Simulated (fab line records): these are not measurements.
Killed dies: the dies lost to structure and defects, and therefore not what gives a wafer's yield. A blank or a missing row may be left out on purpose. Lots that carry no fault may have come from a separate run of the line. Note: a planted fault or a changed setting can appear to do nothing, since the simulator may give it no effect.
fab line records	flow sky130
record lots=6	wafers=18	last-day=50
route steps=708 shown LI_CONTACT@371 PAD_OPEN@708
lots that met no fault: from a run of the same line without faults
start-h: start of the lot's first displayed wafer, in hours after the record's first day	wait-h: how many hours have passed since the lot's step before this one	" as in the row above	L1.1+2: several wafers, shown together as one row	- either no value or no given start	* or withheld: withheld	< > ~ a bound
route shown NAME@n: a module of which the file shows steps, and the number in the route of the first	usual: mean and standard deviation over wafers with no fault	same: alike in all rows	chamber/n: place in a boat	sites: the reading at each site	_std_site: standard deviation of those values	_edge_site: mean of outer sites minus mean of inner sites	radius-mm: how far each site lies from the wafer's centre	mask NAME#n: copy n	behind: the last tool/chamber to shape the wafer	hold: what put the lot on hold/how long, in hours/how the hold closed	device: whichever transistor did not switch (one of n, p or np)	end of line: the route-end tests of the same wafers	step lacking rows: just its recipe	killed: not the wafer's yield, but the dies lost to structure and defects at the first sort	map: per-die view of a wafer (x killed, . not killed, _ where there is no die)
set.NAME: the setting that was run; set.NAME@STEP: the one run at that earlier step	model.NAME: the simulator's own value behind a step, which no gauge read
lots at selected steps of the route; one table per step, one row per wafer
services: a tool's chamber out of use, with start hour (start-h, from the record's first day; less than 0 if before it), hours out, and reason
## steps
# step SKY_LI_CONTACT_EXPOSE_09
# recipe mask-id=LICM1	na=0.8	source-shape=annular	sigma-inner=0.55	sigma-outer=0.85	target-cd-nm=170	dose-mj=38
# step SKY_LI_CONTACT_PEB_10
# recipe peb-temp-c=withheld	peb-time-s=withheld	resist=KrF-thick
# step SKY_LI_CONTACT_DEVELOP_11
# recipe develop-time-s=60	resist=KrF-thick	dev-temp-c=21
# step SKY_LI_CONTACT_CD_MEAS_12
# recipe target-cd-nm=170
# usual cd-nm=169.6/1.3
lot.wafer	tool	chamber	start-h	wait-h	cd-nm
L334.3	cd-sem-01	-	705.37	-	170.5
L334.4	"	-	"	"	171.8
L334.6	"	-	"	"	172.2
L335.3	cd-sem-02	-	733.49	-	171.0
L335.4	"	-	"	"	169.6
L335.5	"	-	"	"	170.2
L338.1	cd-sem-01	-	741.95	-	170.4
L338.2	"	-	"	"	168.9
L338.4	"	-	"	"	170.0
L339.3	cd-sem-02	-	767.37	-	168.6
L339.4	"	-	"	"	169.1
L339.6	"	-	"	"	168.0
L348.1	cd-sem-02	-	820.45	-	169.2
L348.3	"	-	"	"	170.0
L348.4	"	-	"	"	172.0
L352.1	cd-sem-02	-	852.41	-	168.9
L352.2	"	-	"	"	168.3
L352.6	"	-	"	"	168.2
# step SKY_LI_CONTACT_OVL_MEAS_13
# usual LI_CONTACT_OVL=0/5.3
lot.wafer	tool	chamber	start-h	wait-h	LI_CONTACT_OVL[nm]
L334.3	overlay-02	-	705.46	0.1	-2
L334.4	"	-	"	"	-9
L334.6	"	-	"	"	4
L335.3	overlay-01	-	733.58	0.1	0
L335.4	"	-	"	"	-1
L335.5	"	-	"	"	0
L338.1	overlay-02	-	742.07	0.1	-4
L338.2	"	-	"	"	0
L338.4	"	-	"	"	2
L339.3	overlay-02	-	767.46	0.1	-1
L339.4	"	-	"	"	6
L339.6	"	-	"	"	8
L348.1	overlay-01	-	820.57	0.1	3
L348.3	"	-	"	"	6
L348.4	"	-	"	"	4
L352.1	overlay-02	-	852.53	0.1	3
L352.2	"	-	"	"	1
L352.6	"	-	"	"	7
# step SKY_LI_CONTACT_ETCH_14
# recipe chemistry=N2/H2	target=BARC	ion-energy-ev=200	source-w=500	bias-w=100	pressure-mtorr=30	n2-flow-sccm=100	h2-flow-sccm=200	stop-on=SiO2	time-s=45.9	target-depth-a=600
# step SKY_LI_CONTACT_ETCH_15
# recipe target=PSG	chemistry=C4F8/O2/Ar	stop-on=Si	taper-deg=4.15	mask-material=KrF-thick	source-w=1500	bias-w=1200	pressure-mtorr=40	c4f8-flow-sccm=withheld	O2_flow_sccm=6	Ar_flow_sccm=300	time-s=withheld	target-depth-a=6000
# usual oes-product-au=0.837/0.0052
lot.wafer	tool	chamber	start-h	wait-h	oes-product-au
L334.3	rie-diel-04	0	705.53	0.0	0.835
L334.4	"	1	"	"	0.841
L334.6	"	0	"	"	0.838
L335.3	rie-diel-04	2	733.65	0.0	0.836
L335.4	"	3	"	"	0.831
L335.5	"	2	"	"	0.838
L338.1	rie-diel-02	2	742.17	0.0	0.839
L338.2	"	0	"	"	0.839
L338.4	"	0	"	"	0.825
L339.3	rie-diel-02	1	767.53	0.0	0.834
L339.4	"	3	"	"	0.834
L339.6	"	3	"	"	0.836
L348.1	rie-diel-01	2	820.65	0.0	0.836
L348.3	"	0	"	"	0.831
L348.4	"	3	"	"	0.840
L352.1	rie-diel-04	1	852.61	0.0	0.843
L352.2	"	0	"	"	0.837
L352.6	"	0	"	"	0.832
# step SKY_LI_CONTACT_STRIP_16
# recipe chemistry=O2/N2	power-w=1400	pressure-mtorr=1500	platen-temp-c=withheld	o2-flow-sccm=3000	n2-flow-sccm=300	overash-fraction=0.5
# usual drypump-motor-current-A=5.79/0.22	oes-product-au=0.375/0.0047	strip-time-to-endpoint-s=3.51/0.037
lot.wafer	tool	chamber	start-h	wait-h	drypump-motor-current-A	oes-product-au	rf-hours-counter-h	strip-time-to-endpoint-s
L334.3	plasma-asher-01	1	705.65	-	5.83	0.377	-	3.53
L334.4	"	0	"	"	5.61	0.374	-	3.49
L334.6	"	1	"	"	5.86	0.377	-	3.52
L335.3	plasma-asher-01	0	733.77	-	5.57	0.365	-	3.49
L335.4	"	1	"	"	5.79	0.374	-	3.53
L335.5	"	1	"	"	5.82	0.383	-	3.49
L338.1	plasma-asher-01	1	742.30	-	5.84	0.373	34	3.56
L338.2	"	0	"	"	5.59	0.383	34	3.58
L338.4	"	1	"	"	5.85	0.381	-	3.56
L339.3	plasma-asher-02	0	767.65	-	5.62	0.377	-	3.50
L339.4	"	1	"	"	5.48	0.373	-	3.45
L339.6	"	1	"	"	5.46	0.374	-	3.46
L348.1	plasma-asher-04	1	820.73	-	5.81	0.368	104	3.46
L348.3	"	1	"	"	5.82	0.367	-	3.49
L348.4	"	0	"	"	6.22	0.384	-	3.56
L352.1	plasma-asher-04	1	852.69	-	5.79	0.373	107	3.53
L352.2	"	0	"	"	6.21	0.373	107	3.54
L352.6	"	1	"	"	5.81	0.374	-	3.53
# step SKY_LI_CONTACT_CLEAN_17
# recipe chemistry=NMP	time-s=600	temp-c=60	dry=n2-spin
# step SKY_LI_CONTACT_PRE_CLEAN_18
# recipe gas=Ar	time-s=5.6	bias-v=358
# step SKY_LI_CONTACT_SPUTTER_19
# recipe material=Ti	target-thk-nm=20	chamber-pressure-pa=5	power-w=2500	substrate-temp-c=200	time-s=108.6
# usual throttle-valve-pct=30.2/0.91
lot.wafer	tool	chamber	start-h	wait-h	throttle-valve-pct
L334.3	pvd-sputter-02	-	705.91	0.0	28.7
L334.4	"	-	"	"	31.0
L334.6	"	-	"	"	28.9
L335.3	pvd-sputter-04	-	734.04	0.0	29.3
L335.4	"	-	"	"	30.8
L335.5	"	-	"	"	28.9
L338.1	pvd-sputter-04	-	742.59	0.0	29.2
L338.2	"	-	"	"	30.9
L338.4	"	-	"	"	29.2
L339.3	pvd-sputter-01	-	767.91	0.0	31.3
L339.4	"	-	"	"	29.3
L339.6	"	-	"	"	31.3
L348.1	pvd-sputter-02	-	821.03	0.0	31.4
L348.3	"	-	"	"	28.6
L348.4	"	-	"	"	30.5
L352.1	pvd-sputter-04	-	852.99	0.0	28.9
L352.2	"	-	"	"	29.2
L352.6	"	-	"	"	29.1
# step SKY_LI_CONTACT_SPUTTER_20
# recipe material=TiN	target-thk-nm=20	chamber-pressure-pa=5	power-w=4000	time-s=80
# usual throttle-valve-pct=30.2/0.9
lot.wafer	tool	chamber	start-h	wait-h	throttle-valve-pct
L334.3	pvd-sputter-02	-	705.99	0.0	28.7
L334.4	"	-	"	"	31.0
L334.6	"	-	"	"	28.6
L335.3	pvd-sputter-04	-	734.12	0.0	28.8
L335.4	"	-	"	"	31.1
L335.5	"	-	"	"	29.0
L338.1	pvd-sputter-04	-	742.67	0.0	28.8
L338.2	"	-	"	"	31.1
L338.4	"	-	"	"	29.2
L339.3	pvd-sputter-01	-	767.99	0.0	31.3
L339.4	"	-	"	"	29.6
L339.6	"	-	"	"	31.2
L348.1	pvd-sputter-02	-	821.10	0.0	31.3
L348.3	"	-	"	"	28.7
L348.4	"	-	"	"	30.2
L352.1	pvd-sputter-04	-	853.06	0.0	29.0
L352.2	"	-	"	"	29.1
L352.6	"	-	"	"	29.1
# step SKY_LI_CONTACT_CVD_21
# recipe material=W	target-thk-nm=400	time-s=120.56	temp-c=400	pressure-torr=40
# usual heater-power-w=844/92
lot.wafer	tool	chamber	start-h	wait-h	heater-power-w
L334.3	cvd-w-01	0	706.09	0.1	913
L334.4	"	1	"	"	969
L334.6	"	0	"	"	937
L335.3	cvd-w-01	1	734.22	0.1	960
L335.4	"	0	"	"	948
L335.5	"	1	"	"	966
L338.1	cvd-w-02	1	742.73	0.0	795
L338.2	"	0	"	"	761
L338.4	"	0	"	"	746
L339.3	cvd-w-01	0	768.09	0.1	927
L339.4	"	1	"	"	966
L339.6	"	1	"	"	971
L348.1	cvd-w-02	1	821.17	0.0	770
L348.3	"	1	"	"	774
L348.4	"	0	"	"	744
L352.1	cvd-w-02	0	853.13	0.0	740
L352.2	"	1	"	"	783
L352.6	"	1	"	"	779
# step SKY_LI_CONTACT_RS_MEAS_22
# recipe thk-meas-gauge=four-point-probe	reads=W_of_LI_CONTACT_CVD_21+TiN_of_LI_CONTACT_SPUTTER_20+Ti_of_LI_CONTACT_SPUTTER_19
# usual LI_CONTACT_W_RS=0.287/0.0032
lot.wafer	tool	chamber	start-h	wait-h	LI_CONTACT_W_RS[ohm/sq]
L334.3	film-metro-04	-	706.21	0.1	0.287
L334.4	"	-	"	"	0.284
L334.6	"	-	"	"	0.287
L335.3	film-metro-03	-	734.35	0.1	0.287
L335.4	"	-	"	"	0.345
L335.5	"	-	"	"	0.286
L338.1	film-metro-03	-	742.85	0.1	0.289
L338.2	"	-	"	"	0.291
L338.4	"	-	"	"	0.290
L339.3	film-metro-03	-	768.21	0.1	0.343
L339.4	"	-	"	"	0.282
L339.6	"	-	"	"	0.283
L348.1	film-metro-03	-	821.29	0.1	0.289
L348.3	"	-	"	"	0.287
L348.4	"	-	"	"	0.291
L352.1	film-metro-02	-	853.25	0.1	0.288
L352.2	"	-	"	"	0.288
L352.6	"	-	"	"	0.289
# step SKY_LI_CONTACT_THK_MEAS_23
# recipe thk-meas-gauge=xrf	reads=W_of_LI_CONTACT_CVD_21
# usual LI_CONTACT_W_THK=406/9.5
lot.wafer	tool	chamber	start-h	wait-h	LI_CONTACT_W_THK[nm]
L334.3	film-metro-04	-	706.31	0.1	415
L334.4	"	-	"	"	416
L334.6	"	-	"	"	416
L335.3	film-metro-03	-	734.45	0.1	412
L335.4	"	-	"	"	355
L335.5	"	-	"	"	411
L338.1	film-metro-03	-	742.97	0.1	408
L338.2	"	-	"	"	406
L338.4	"	-	"	"	407
L339.3	film-metro-03	-	768.31	0.1	358
L339.4	"	-	"	"	424
L339.6	"	-	"	"	422
L348.1	film-metro-03	-	821.41	0.1	419
L348.3	"	-	"	"	423
L348.4	"	-	"	"	417
L352.1	film-metro-02	-	853.37	0.1	395
L352.2	"	-	"	"	395
L352.6	"	-	"	"	397
# step SKY_LI_CONTACT_CMP_24
# recipe stop-on=PSG	t-overpolish-s=20	down-force-psi=3.5	platen-rpm=60	target-thk-nm=0	pad-velocity-m-s=0.94248
# usual motor-current-A=11.6/0.59	overpolish-run-s=19.999/0.01	slurry-flow-ml-min=150.0/0.52	time-to-endpoint-s=96/4.1
lot.wafer	tool	chamber	start-h	wait-h	motor-current-A	overpolish-run-s	slurry-flow-ml-min	time-to-endpoint-s
L334.4	cmp-02	1	706.35	0.0	11.2	19.993	150.4	95
L334.3	"	3	"	"	12.1	20.002	150.1	95
L334.6	"	1	"	"	11.5	19.996	149.5	94
L335.4	cmp-01	2	734.49	0.0	11.5	20.005	150.2	94
L335.3	"	0	"	"	11.2	19.999	149.8	94
L335.5	"	2	"	"	12.0	19.997	150.1	93
L338.1	cmp-01	3	743.18	0.2	12.2	20.001	150.4	88
L338.2	"	0	"	"	11.1	20.021	150.1	93
L338.4	"	1	"	"	11.9	19.994	149.7	97
L339.3	cmp-02	2	768.35	0.0	11.5	20.018	149.9	95
L339.4	"	0	"	"	10.4	20.016	151.3	95
L339.6	"	3	"	"	12.5	20.005	150.3	93
L348.4	cmp-02	3	821.47	0.0	12.1	20.004	149.3	88
L348.1	"	1	"	"	11.5	20.006	149.4	93
L348.3	"	2	"	"	11.7	19.985	150.0	95
L352.2	cmp-02	2	853.43	0.0	11.7	19.982	150.3	94
L352.1	"	1	"	"	11.4	20.004	149.3	96
L352.6	"	2	"	"	11.9	19.982	148.7	94
# step SKY_PAD_OPEN_PROBE_99
# usual killed_at_M0_to_M3=43/7	killed_at_M4_up=3.3/1.8	killed-at-contacts=24/6.2	killed-at-front-end=16/4.7	killed-at-other=0.4/0.58	killed-dies=87/10	killed-open=47/6.4	killed-short=39/7
# same gross-dies=492	killed-at-back-side=0
lot.wafer	tool	chamber	start-h	wait-h	killed_at_M0_to_M3	killed_at_M4_up	killed-at-contacts	killed-at-front-end	killed-at-other	killed-dies	killed-open	killed-short
L334.3	prober-01	-	1100.03	0.2	39	4	21	30	0	94	49	45
L334.4	prober-01	-	1100.08	0.2	44	5	18	32	0	99	55	41
L334.6	prober-01	-	1100.18	0.2	43	6	22	24	0	95	44	51
# killed by level:class
L334.3 FIELD_ISO:geometric-particle:open=13 VIA1:geometric-particle:open=8 VIA1:geometric-particle:short=7 CONTACT:geometric-particle:open=6 FIELD_ISO:geometric-particle:short=5 POLY_GATE:geometric-particle:short=5 POLY_GATE:geometric-particle:open=5 CONTACT:geometric-particle:short=5
L334.4 FIELD_ISO:geometric-particle:open=10 LI_CONTACT:geometric-particle:open=8 METAL2:geometric-particle:short=8 VIA3:geometric-particle:open=7 POLY_GATE:geometric-particle:open=6 CONTACT:geometric-particle:open=6 METAL1:geometric-particle:open=6 POLY_GATE:geometric-particle:short=5
L334.6 VIA1:geometric-particle:open=11 FIELD_ISO:geometric-particle:short=9 LOCAL_INTERCONNECT:geometric-particle:short=8 VIA1:geometric-particle:short=6 METAL2:geometric-particle:short=6 LI_CONTACT:geometric-particle:open=5 POLY_GATE:geometric-particle:short=5 CONTACT:geometric-particle:open=5
## services
tool	chamber	start-h	hours	kind
pvd-sputter-01	-	685.65	2.3	repair
pvd-sputter-04	-	688.44	4.2	repair
cmp-01	-	690.75	6.4	pm
cmp-01	-	699.56	1.5	repair
cvd-w-02	0	700.80	12.0	repair
plasma-asher-04	-	705.34	0.9	repair
cmp-02	-	710.48	2.5	repair
plasma-asher-04	-	712.39	1.1	repair
rie-diel-02	1	712.67	2.9	repair
cmp-01	-	712.71	0.7	repair
rie-diel-04	3	720.29	5.0	repair
cmp-02	-	723.91	0.3	repair
pvd-sputter-02	-	726.05	57.2	repair
cmp-02	-	728.31	3.6	pm
pvd-sputter-01	-	736.18	5.5	repair
rie-diel-02	1	736.36	16.2	repair
rie-diel-04	0	738.01	4.0	repair
cmp-02	-	747.22	4.0	pm
cmp-02	-	752.79	2.1	repair
pvd-sputter-04	-	765.51	4.3	repair
cmp-02	-	790.23	0.8	repair
cvd-w-01	-	792.58	4.3	pm
rie-diel-04	-	794.95	2.3	repair
rie-diel-04	3	853.37	7.4	repair
## key
first-sign step=SKY_LI_CONTACT_RS_MEAS_22	reading=LI_CONTACT_W_RS	direction=up	sigmas=18	usual=0.287	struck=0.344
effect step=SKY_LI_CONTACT_THK_MEAS_23	reading=LI_CONTACT_W_THK	direction=down	sigmas=5.2	usual=406	struck=356
met-at SKY_LI_CONTACT_CVD_21
struck-wafers L335.4,L339.3
tester-left-out L335,L339
onset-between 706.09 734.22
fault kind=site-profile-drift	tool=cvd-w-01	chamber=0	onset-h=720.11	steps=SKY_LI_CONTACT_CVD_21	basis=fraction	max-abs-drift=0.33119	slope-share-per-hr=73.598	site-pattern=0,0,0,0,0,-1,-1,-1,-1
# tester-left-out: of these lots the tester's yield and bins aren't shown, on N5 and GAA mostly nor the transistor test; their killed dies are dies lost to structure and defects alone, not to doping, threshold or leakage, so they don't give the yield
